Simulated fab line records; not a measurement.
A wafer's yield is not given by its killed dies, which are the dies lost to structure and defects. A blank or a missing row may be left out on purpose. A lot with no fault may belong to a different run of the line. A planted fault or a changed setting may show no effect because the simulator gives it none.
fab line records	flow sky130	part 1 of 2: steps 1 to 29 of 37
record lots=5	wafers=15	last-day=49
route steps=708 shown SD_N@344 SD_P@359 RES_XHIGH@360 SALICIDE@361 LI_CONTACT@362
lots that met no fault: taken from a fault-free run of the same line
start-h: hours from the record's first day to the start of the lot's first wafer shown	wait-h: time in hours since the lot's previous step	" same as the row above	L1.1+2: a single row standing in for several wafers	- no value, or no start given	* or withheld: withheld	< > ~ a bound
route shown NAME@n: names a module that has steps shown in the file, with the first one's number in the route	usual: mean/standard deviation taken from wafers without a fault	same: alike in all rows	chamber/n: place in a boat	sites: each site's reading	_std_site: the values' standard deviation	_edge_site: outer sites' mean less inner sites'	radius-mm: how far each site lies from the wafer's centre	mask NAME#n: copy n	behind: tool/chamber where the wafer was last shaped	hold: why the lot was held/for how many hours/how that ended	device: transistor that didn't switch, given as n, p or np	end of line: the same wafers' tests at the end of the route	a step given without rows: its recipe and nothing more	killed: count of dies lost to structure and defects at first sort (not the wafer's yield)	map: shows each die of a wafer: x if killed, . if not, _ if none is there
set.NAME: the setting as run; set.NAME@STEP: as run at that earlier step	model.NAME: the simulator's own value behind a step, which no gauge read
lots seen at some steps along the route; tables by step, rows by wafer
services: when a tool's chamber went out of use (start-h, in hours from the record's first day, below 0 if earlier), for how many hours, and the reason
## steps
# step SKY_SD_N_COAT_02
# recipe resist=NOVOLAK	spin-rpm=3000	resist-thk-nm=1140
lot.wafer	tool	chamber	start-h	wait-h
L075.1+2+4	litho-track-02	0	639.81	0.1
L077.2+3+5	litho-track-03	0	655.58	0.1
L081.1+2+3	litho-track-02	0	689.01	0.1
L085.1+3+6	litho-track-04	0	716.19	0.1
L094.1+2+3	litho-track-02	0	793.81	0.1
# step SKY_SD_N_SOFTBAKE_03
# recipe temp-c=90	time-s=60	resist=NOVOLAK
# usual heater-power-total-W=56.60/0.049
lot.wafer	tool	chamber	start-h	wait-h	heater-power-total-W
L075.1	litho-track-02	0	639.96	0.1	56.57
L075.2	"	0	"	"	56.62
L075.4	"	0	"	"	56.59
L077.2	litho-track-03	0	655.73	0.1	56.63
L077.3	"	0	"	"	56.67
L077.5	"	0	"	"	56.64
L081.1	litho-track-02	0	689.16	0.1	56.65
L081.2	"	0	"	"	56.60
L081.3	"	0	"	"	56.65
L085.1	litho-track-04	0	716.34	0.1	56.51
L085.3	"	0	"	"	56.62
L085.6	"	0	"	"	56.67
L094.1	litho-track-02	0	793.96	0.1	56.60
L094.2	"	0	"	"	56.66
L094.3	"	0	"	"	56.62
# step SKY_SD_N_EXPOSE_04
# recipe mask-id=NSDM	na=0.6	source-shape=conventional	sigma-outer=0.6	polarization=unpolarized	target-cd-nm=380	dose-mj=141
# usual stage-vel-mm-s=500.05/0.25
lot.wafer	tool	chamber	start-h	wait-h	mask	stage-vel-mm-s
L075.1	iline-stepper-01	0	-	-	NSDM#0	499.89
L075.2	"	0	"	"	NSDM#0	500.17
L075.4	"	0	"	"	NSDM#0	500.35
L077.2	iline-stepper-02	0	-	-	NSDM#0	500.08
L077.3	"	0	"	"	NSDM#0	499.97
L077.5	"	0	"	"	NSDM#0	500.08
L081.1	iline-stepper-01	0	-	-	NSDM#0	499.96
L081.2	"	0	"	"	NSDM#0	500.09
L081.3	"	0	"	"	NSDM#0	500.08
L085.1	iline-stepper-02	0	-	-	NSDM#0	499.96
L085.3	"	0	"	"	NSDM#0	500.03
L085.6	"	0	"	"	NSDM#0	500.53
L094.1	iline-stepper-01	0	-	-	NSDM#0	500.11
L094.2	"	0	"	"	NSDM#0	499.53
L094.3	"	0	"	"	NSDM#0	499.79
# step SKY_SD_N_PEB_05
# recipe temp-c=withheld	time-s=*	resist=NOVOLAK
lot.wafer	tool	chamber	start-h	wait-h
L075.1+2+4	litho-track-03	0	-	-
L077.2+3+5	litho-track-04	0	-	-
L081.1+2+3	litho-track-04	0	-	-
L085.1+3+6	litho-track-04	0	-	-
L094.1+2+3	litho-track-04	0	-	-
# step SKY_SD_N_DEVELOP_06
# recipe resist=NOVOLAK	developer=TMAH	develop-time-s=60	dev-temp-c=23
lot.wafer	tool	chamber	start-h	wait-h
L075.1+2+4	litho-track-03	0	653.70	0.1
L077.2+3+5	litho-track-04	0	669.66	0.1
L081.1+2+3	litho-track-04	0	702.14	0.1
L085.1+3+6	litho-track-04	0	729.54	0.1
L094.1+2+3	litho-track-04	0	807.99	0.1
# step SKY_SD_N_CD_MEAS_07
# recipe target-cd-nm=380
# usual cd-nm=380.2/1.9
lot.wafer	tool	chamber	start-h	wait-h	cd-nm
L075.1	cd-sem-02	-	653.85	0.1	381.9
L075.2	"	-	"	"	378.4
L075.4	"	-	"	"	382.3
L077.2	cd-sem-02	-	669.87	0.2	381.9
L077.3	"	-	"	"	381.0
L077.5	"	-	"	"	380.7
L081.1	cd-sem-02	-	702.29	0.1	380.3
L081.2	"	-	"	"	382.0
L081.3	"	-	"	"	381.2
L085.1	cd-sem-01	-	729.69	0.1	379.5
L085.3	"	-	"	"	380.6
L085.6	"	-	"	"	379.5
L094.1	cd-sem-02	-	808.14	0.1	382.3
L094.2	"	-	"	"	378.8
L094.3	"	-	"	"	380.7
# step SKY_SD_N_OVL_MEAS_08
# usual SD_N_OVL=0.9/1.3
lot.wafer	tool	chamber	start-h	wait-h	SD_N_OVL[nm]
L075.1	overlay-01	-	653.97	0.1	-0.3
L075.2	"	-	"	"	-0.4
L075.4	"	-	"	"	-0.4
L077.2	overlay-02	-	669.97	0.1	2.1
L077.3	"	-	"	"	-0.2
L077.5	"	-	"	"	1.7
L081.1	overlay-01	-	702.41	0.1	1.5
L081.2	"	-	"	"	0.6
L081.3	"	-	"	"	0.6
L085.1	overlay-02	-	729.81	0.1	4.0
L085.3	"	-	"	"	3.2
L085.6	"	-	"	"	4.0
L094.1	overlay-01	-	808.26	0.1	0.2
L094.2	"	-	"	"	0.4
L094.3	"	-	"	"	0.7
# step SKY_SD_N_IMPLANT_09
# recipe species=As	energy-kev=50	dose-cm2=4e+15	tilt-deg=0
# usual end-station-pressure-torr=1.26e-05/1.2e-06
lot.wafer	tool	chamber	start-h	wait-h	end-station-pressure-torr
L075.1	implanter-04	0	654.01	0.0	1.23e-05
L075.2	"	0	"	"	1.23e-05
L075.4	"	0	"	"	1.15e-05
L077.2	implanter-04	0	670.03	0.0	1.19e-05
L077.3	"	0	"	"	1.27e-05
L077.5	"	0	"	"	1.12e-05
L081.1	implanter-02	0	702.44	0.0	1.27e-05
L081.2	"	0	"	"	1.2e-05
L081.3	"	0	"	"	1.24e-05
L085.1	implanter-04	0	729.84	0.0	1.07e-05
L085.3	"	0	"	"	1.14e-05
L085.6	"	0	"	"	1.18e-05
L094.1	implanter-03	0	808.29	0.0	1.44e-05
L094.2	"	0	"	"	1.56e-05
L094.3	"	0	"	"	1.49e-05
# step SKY_SD_N_IMPLANT_10
# recipe species=P	energy-kev=20	dose-cm2=1e+14	tilt-deg=0
# usual end-station-pressure-torr=5.38e-06/2.8e-07
lot.wafer	tool	chamber	start-h	wait-h	end-station-pressure-torr
L075.1	implanter-04	0	654.16	0.1	5.71e-06
L075.2	"	0	"	"	4.79e-06
L075.4	"	0	"	"	5.29e-06
L077.2	implanter-04	0	670.18	0.1	5.04e-06
L077.3	"	0	"	"	5.35e-06
L077.5	"	0	"	"	5.67e-06
L081.1	implanter-02	0	702.59	0.1	5.43e-06
L081.2	"	0	"	"	5.38e-06
L081.3	"	0	"	"	5.35e-06
L085.1	implanter-04	0	729.99	0.1	5.23e-06
L085.3	"	0	"	"	5.5e-06
L085.6	"	0	"	"	5.68e-06
L094.1	implanter-03	0	808.44	0.1	5.49e-06
L094.2	"	0	"	"	6.32e-06
L094.3	"	0	"	"	6.11e-06
# step SKY_SD_N_STRIP_11
# recipe chemistry=O2/N2	power-w=1400	pressure-mtorr=1500	platen-temp-c=withheld	o2-flow-sccm=3000	n2-flow-sccm=300	overash-fraction=0.5
# usual drypump-motor-current-A=5.6/0.63	oes-product-au=0.528/0.0044	strip-time-to-endpoint-s=22.55/0.049
# same overash-fraction=0.5
lot.wafer	tool	chamber	start-h	wait-h	drypump-motor-current-A	oes-product-au	rf-hours-counter-h	strip-time-to-endpoint-s
L075.1	plasma-asher-03	0	654.31	0.1	6.3	0.528	22	22.62
L075.2	"	1	"	"	4.9	0.527	22	22.62
L075.4	"	0	"	"	6.3	0.520	-	22.57
L077.2	plasma-asher-02	1	670.30	0.1	4.9	0.525	99	22.56
L077.3	"	1	"	"	4.9	0.528	-	22.58
L077.5	"	0	"	"	6.4	0.528	-	22.54
L081.1	plasma-asher-02	0	702.74	0.1	6.4	0.527	102	22.57
L081.2	"	1	"	"	4.8	0.531	102	22.54
L081.3	"	0	"	"	6.4	0.531	-	22.56
L085.1	plasma-asher-01	1	730.14	0.1	5.9	0.525	89	22.57
L085.3	"	0	"	"	5.2	0.531	-	22.55
L085.6	"	0	"	"	5.2	0.531	-	22.53
L094.1	plasma-asher-03	0	808.59	0.1	6.3	0.528	37	22.45
L094.2	"	1	"	"	4.9	0.528	37	22.51
L094.3	"	1	"	"	4.9	0.527	-	22.51
# step SKY_SD_N_TW_MEAS_12
# usual SD_N_TW=3975/18
lot.wafer	tool	chamber	start-h	wait-h	SD_N_TW
L075.1	film-metro-03	-	654.41	0.1	4008
L075.2	"	-	"	"	3979
L075.4	"	-	"	"	4005
L077.2	film-metro-03	-	670.41	0.1	3995
L077.3	"	-	"	"	3982
L077.5	"	-	"	"	4002
L081.1	film-metro-03	-	702.84	0.1	3957
L081.2	"	-	"	"	3956
L081.3	"	-	"	"	3986
L085.1	film-metro-03	-	730.24	0.1	3985
L085.3	"	-	"	"	3998
L085.6	"	-	"	"	3978
L094.1	film-metro-01	-	808.69	0.1	3966
L094.2	"	-	"	"	3967
L094.3	"	-	"	"	3977
# step SKY_SD_N_CLEAN_13
# recipe chemistry=SC1/SC2	mix=1:4:20	temp-c=70	time-s=150	dry=n2-spin
# usual bath-guard-temp-C=70.2/0.42	bath-heat-duty-pct=14.1/1
lot.wafer	tool	chamber	start-h	wait-h	bath-guard-temp-C	bath-heat-duty-pct
L075.1	wet-bench-03	1	654.47	0.1	70.5	13.9
L075.2	"	1	"	"	70.7	15.5
L075.4	"	1	"	"	70.7	13.0
L077.2	wet-bench-03	2	670.46	0.0	69.8	11.8
L077.3	"	2	"	"	70.3	11.8
L077.5	"	2	"	"	70.1	12.2
L081.1	wet-bench-04	0	702.90	0.1	70.5	13.4
L081.2	"	0	"	"	70.6	13.6
L081.3	"	0	"	"	70.6	12.3
L085.1	wet-bench-01	3	730.30	0.1	69.8	15.4
L085.3	"	3	"	"	69.8	14.5
L085.6	"	3	"	"	69.7	15.2
L094.1	wet-bench-03	1	808.75	0.1	70.3	14.1
L094.2	"	1	"	"	70.4	14.4
L094.3	"	1	"	"	70.5	13.2
# step SKY_SD_N_RTA_14
# recipe temp-c=1075	time-s=2	idle-temp-c=650	ramp-up-c-per-s=150	ramp-down-c-per-s=90	ambient=N2
# usual lamp-power-pct=15.73/0.052	wafer_temp_C_max=1077.9/1.3
lot.wafer	tool	chamber	start-h	wait-h	lamp-power-pct	wafer_temp_C_max
L075.1	rtp-anneal-02	0	654.52	0.0	15.73	1078.2
L075.2	"	0	"	"	15.74	1077.5
L075.4	"	0	"	"	15.69	1078.1
L077.2	rtp-anneal-01	0	670.52	0.0	15.71	1077.9
L077.3	"	0	"	"	15.82	1075.3
L077.5	"	0	"	"	15.70	1075.4
L081.1	rtp-anneal-02	0	702.95	0.0	15.65	1077.3
L081.2	"	0	"	"	15.70	1078.2
L081.3	"	0	"	"	15.71	1076.2
L085.1	rtp-anneal-01	0	730.40	0.0	15.78	1078.0
L085.3	"	0	"	"	15.74	1079.6
L085.6	"	0	"	"	15.76	1079.9
L094.1	rtp-anneal-01	0	808.81	0.0	15.72	1078.3
L094.2	"	0	"	"	15.80	1079.2
L094.3	"	0	"	"	15.74	1077.3
# step SKY_SD_N_RS_MEAS_16
# recipe thk-meas-gauge=four-point-probe
# usual SD_N_RS=68.59/0.11
lot.wafer	tool	chamber	start-h	wait-h	SD_N_RS[ohm/sq]
L075.1	film-metro-04	-	654.69	0.1	68.45
L075.2	"	-	"	"	68.73
L075.4	"	-	"	"	68.52
L077.2	film-metro-04	-	670.83	0.1	68.54
L077.3	"	-	"	"	68.71
L077.5	"	-	"	"	68.43
L081.1	film-metro-03	-	703.13	0.1	68.44
L081.2	"	-	"	"	68.71
L081.3	"	-	"	"	68.52
L085.1	film-metro-03	-	730.58	0.1	68.70
L085.3	"	-	"	"	68.78
L085.6	"	-	"	"	68.57
L094.1	film-metro-03	-	808.98	0.1	68.81
L094.2	"	-	"	"	68.50
L094.3	"	-	"	"	68.79
# step SKY_SD_N_RS_MEAS_17
# recipe thk-meas-gauge=four-point-probe
# usual SD_P_RS=147.1/0.36
lot.wafer	tool	chamber	start-h	wait-h	SD_P_RS[ohm/sq]
L075.1	film-metro-04	-	654.81	0.1	146.4
L075.2	"	-	"	"	147.4
L075.4	"	-	"	"	147.1
L077.2	film-metro-04	-	670.95	0.1	146.9
L077.3	"	-	"	"	146.9
L077.5	"	-	"	"	146.9
L081.1	film-metro-03	-	703.25	0.1	146.9
L081.2	"	-	"	"	146.8
L081.3	"	-	"	"	146.2
L085.1	film-metro-03	-	730.70	0.1	147.6
L085.3	"	-	"	"	147.7
L085.6	"	-	"	"	147.6
L094.1	film-metro-03	-	809.10	0.1	147.7
L094.2	"	-	"	"	147.6
L094.3	"	-	"	"	147.5
# step SKY_SD_N_RS_MEAS_18
# recipe thk-meas-gauge=four-point-probe
# usual RES_XHIGH_RS=333.4/1.3
lot.wafer	tool	chamber	start-h	wait-h	RES_XHIGH_RS[ohm/sq]
L075.1	film-metro-04	-	654.93	0.1	331.0
L075.2	"	-	"	"	331.9
L075.4	"	-	"	"	331.4
L077.2	film-metro-04	-	671.07	0.1	332.0
L077.3	"	-	"	"	331.2
L077.5	"	-	"	"	332.3
L081.1	film-metro-03	-	703.37	0.1	334.1
L081.2	"	-	"	"	333.9
L081.3	"	-	"	"	334.4
L085.1	film-metro-03	-	730.82	0.1	334.0
L085.3	"	-	"	"	334.4
L085.6	"	-	"	"	334.3
L094.1	film-metro-03	-	809.22	0.1	333.7
L094.2	"	-	"	"	332.2
L094.3	"	-	"	"	332.5
# step SKY_SALICIDE_CLEAN_00
# recipe chemistry=HF-last	time-s=30	dilution=100:1	dry=ipa-marangoni
lot.wafer	tool	chamber	start-h	wait-h
L075.1+2+4	wet-bench-02	1	655.05	0.1
L077.2+3+5	wet-bench-04	2	671.17	0.1
L081.1+2+3	wet-bench-02	2	703.49	0.1
L085.1+3+6	wet-bench-03	1	730.94	0.1
L094.1+2+3	wet-bench-02	1	809.34	0.1
# step SKY_LI_CONTACT_HDPCVD_00
# recipe material=PSG	target-thk-nm=930	sigma-open-frac=0.3	time-s=155	temp-c=600	sih4-flow-sccm=60	pressure-mtorr=6
# usual susceptor-temp-C=600.01/0.27
lot.wafer	tool	chamber	start-h	wait-h	susceptor-temp-C
L075.1	hdpcvd-02	1	655.07	0.0	599.95
L075.2	"	2	"	"	599.69
L075.4	"	0	"	"	599.64
L077.2	hdpcvd-01	2	671.19	0.0	599.86
L077.3	"	1	"	"	600.76
L077.5	"	0	"	"	600.11
L081.1	hdpcvd-01	2	703.51	0.0	599.95
L081.2	"	0	"	"	599.85
L081.3	"	1	"	"	600.07
L085.1	hdpcvd-02	2	730.95	0.0	600.04
L085.3	"	1	"	"	600.76
L085.6	"	2	"	"	599.62
L094.1	hdpcvd-01	0	809.36	0.0	600.56
L094.2	"	2	"	"	599.59
L094.3	"	1	"	"	599.86
# step SKY_LI_CONTACT_THK_MEAS_01
# recipe reads=PSG_of_LI_CONTACT_HDPCVD_00
# usual LI_CONTACT_HDPCVD_THK=929/9.1
lot.wafer	tool	chamber	start-h	wait-h	LI_CONTACT_HDPCVD_THK[nm]
L075.1	film-metro-01	-	655.17	0.1	924
L075.2	"	-	"	"	926
L075.4	"	-	"	"	924
L077.2	film-metro-03	-	671.30	0.1	929
L077.3	"	-	"	"	929
L077.5	"	-	"	"	937
L081.1	film-metro-04	-	703.61	0.1	921
L081.2	"	-	"	"	911
L081.3	"	-	"	"	908
L085.1	film-metro-04	-	731.06	0.1	933
L085.3	"	-	"	"	936
L085.6	"	-	"	"	940
L094.1	film-metro-03	-	809.46	0.1	921
L094.2	"	-	"	"	921
L094.3	"	-	"	"	918
# step SKY_LI_CONTACT_CMP_02
# recipe material=PSG	down-force-psi=4	platen-rpm=60	pad-velocity-m-s=0.94248
# usual motor-current-A=12.9/1.3	time-to-endpoint-s=32.7/2.7
lot.wafer	tool	chamber	start-h	wait-h	motor-current-A	time-to-endpoint-s
L075.1	cmp-02	2	655.28	0.1	14.1	34.3
L075.2	"	3	"	"	12.7	31.7
L075.4	"	0	"	"	12.4	31.4
L077.3	cmp-01	3	671.45	0.1	11.0	39.4
L077.2	"	0	"	"	12.6	36.6
L077.5	"	2	"	"	11.2	40.4
L081.3	cmp-01	2	703.67	0.0	11.6	32.9
L081.1	"	0	"	"	10.9	30.0
L081.2	"	1	"	"	12.4	30.1
L085.1	cmp-02	2	731.12	0.1	15.1	31.3
L085.3	"	0	"	"	12.2	31.4
L085.6	"	3	"	"	13.0	34.2
L094.1	cmp-02	0	809.52	0.1	12.8	32.0
L094.3	"	1	"	"	14.2	34.2
L094.2	"	3	"	"	12.3	32.9
# step SKY_LI_CONTACT_BOW_MEAS_03
# recipe mode=bow
# usual LI_CONTACT_BOW=54/6.9
lot.wafer	tool	chamber	start-h	wait-h	LI_CONTACT_BOW[um]
L075.1	film-metro-03	-	655.53	0.2	55
L075.2	"	-	"	"	65
L075.4	"	-	"	"	62
L077.2	film-metro-03	-	671.67	0.1	62
L077.3	"	-	"	"	43
L077.5	"	-	"	"	62
L081.1	film-metro-04	-	703.97	0.1	56
L081.2	"	-	"	"	52
L081.3	"	-	"	"	64
L085.1	film-metro-03	-	731.42	0.2	55
L085.3	"	-	"	"	49
L085.6	"	-	"	"	56
L094.1	film-metro-03	-	809.82	0.2	50
L094.2	"	-	"	"	51
L094.3	"	-	"	"	56
# step SKY_LI_CONTACT_DEHYDRATE_04
# recipe temp-c=200	time-s=60
# usual heater-power-total-W=160.37/0.14
lot.wafer	tool	chamber	start-h	wait-h	heater-power-total-W
L075.1	litho-track-03	0	669.40	13.9	160.55
L075.2	"	0	"	"	160.31
L075.4	"	0	"	"	160.41
L077.2	litho-track-01	0	685.35	13.7	160.59
L077.3	"	0	"	"	160.49
L077.5	"	0	"	"	160.54
L081.1	litho-track-03	0	717.75	13.8	160.11
L081.2	"	0	"	"	160.38
L081.3	"	0	"	"	160.54
L085.1	litho-track-01	0	744.58	13.1	160.21
L085.3	"	0	"	"	160.39
L085.6	"	0	"	"	160.59
L094.1	litho-track-01	0	821.73	11.9	160.51
L094.2	"	0	"	"	160.33
L094.3	"	0	"	"	160.47
# step SKY_LI_CONTACT_HMDS_05
# recipe prime-time-s=60	prime-temp-c=120
lot.wafer	tool	chamber	start-h	wait-h
L075.1+2+4	litho-track-03	0	669.55	0.1
L077.2+3+5	litho-track-01	0	685.50	0.1
L081.1+2+3	litho-track-03	0	717.90	0.1
L085.1+3+6	litho-track-01	0	744.73	0.1
L094.1+2+3	litho-track-01	0	821.88	0.1
# step SKY_LI_CONTACT_COAT_06
# recipe resist=BARC	temp-c=withheld	time-s=withheld	spin-rpm=3000	resist-thk-nm=60
lot.wafer	tool	chamber	start-h	wait-h
L075.1+2+4	litho-track-03	0	669.70	0.1
L077.2+3+5	litho-track-01	0	685.65	0.1
L081.1+2+3	litho-track-03	0	718.05	0.1
L085.1+3+6	litho-track-01	0	744.88	0.1
L094.1+2+3	litho-track-01	0	822.03	0.1
# step SKY_LI_CONTACT_COAT_07
# recipe resist=KrF-thick	spin-rpm=3000	resist-thk-nm=450
lot.wafer	tool	chamber	start-h	wait-h
L075.1+2+4	litho-track-03	0	-	-
L077.2+3+5	litho-track-01	0	-	-
L081.1+2+3	litho-track-03	0	-	-
L085.1+3+6	litho-track-01	0	-	-
L094.1+2+3	litho-track-01	0	-	-
# step SKY_LI_CONTACT_SOFTBAKE_08
# recipe temp-c=100	time-s=90	resist=KrF-thick
# usual heater-power-total-W=57.35/0.12
lot.wafer	tool	chamber	start-h	wait-h	heater-power-total-W
L075.1	litho-track-03	0	-	-	57.46
L075.2	"	0	"	"	57.15
L075.4	"	0	"	"	57.21
L077.2	litho-track-01	0	-	-	57.24
L077.3	"	0	"	"	57.35
L077.5	"	0	"	"	57.10
L081.1	litho-track-03	0	-	-	57.37
L081.2	"	0	"	"	57.34
L081.3	"	0	"	"	57.24
L085.1	litho-track-01	0	-	-	57.45
L085.3	"	0	"	"	57.39
L085.6	"	0	"	"	57.36
L094.1	litho-track-01	0	-	-	57.24
L094.2	"	0	"	"	57.38
L094.3	"	0	"	"	57.57
# step SKY_LI_CONTACT_EXPOSE_09
# recipe mask-id=LICM1	na=0.8	source-shape=annular	sigma-inner=0.55	sigma-outer=0.85	target-cd-nm=170	dose-mj=38
# usual stage-vel-mm-s=500.06/0.24
# same sigma-inner=0.55
lot.wafer	tool	chamber	start-h	wait-h	mask	stage-vel-mm-s
L075.1	krf-scanner-02	0	-	-	LICM1#0	500.46
L075.2	"	0	"	"	LICM1#0	499.96
L075.4	"	0	"	"	LICM1#0	500.21
L077.2	krf-scanner-01	0	-	-	LICM1#0	500.12
L077.3	"	0	"	"	LICM1#0	499.77
L077.5	"	0	"	"	LICM1#0	499.84
L081.1	krf-scanner-01	0	-	-	LICM1#0	499.37
L081.2	"	0	"	"	LICM1#0	499.88
L081.3	"	0	"	"	LICM1#0	500.33
L085.1	krf-scanner-02	0	-	-	LICM1#0	499.89
L085.3	"	0	"	"	LICM1#0	499.85
L085.6	"	0	"	"	LICM1#0	500.39
L094.1	krf-scanner-01	0	-	-	LICM1#0	499.95
L094.2	"	0	"	"	LICM1#0	500.04
L094.3	"	0	"	"	LICM1#0	500.16
# step SKY_LI_CONTACT_PEB_10
# recipe peb-temp-c=withheld	peb-time-s=withheld	resist=KrF-thick
lot.wafer	tool	chamber	start-h	wait-h
L075.1+2+4	litho-track-04	0	-	-
L077.2+3+5	litho-track-04	0	-	-
L081.1+2+3	litho-track-03	0	-	-
L085.1+3+6	litho-track-04	0	-	-
L094.1+2+3	litho-track-03	0	-	-
# step SKY_LI_CONTACT_DEVELOP_11
# recipe develop-time-s=60	resist=KrF-thick	dev-temp-c=21
lot.wafer	tool	chamber	start-h	wait-h
L075.1+2+4	litho-track-04	0	-	-
L077.2+3+5	litho-track-04	0	-	-
L081.1+2+3	litho-track-03	0	-	-
L085.1+3+6	litho-track-04	0	-	-
L094.1+2+3	litho-track-03	0	-	-
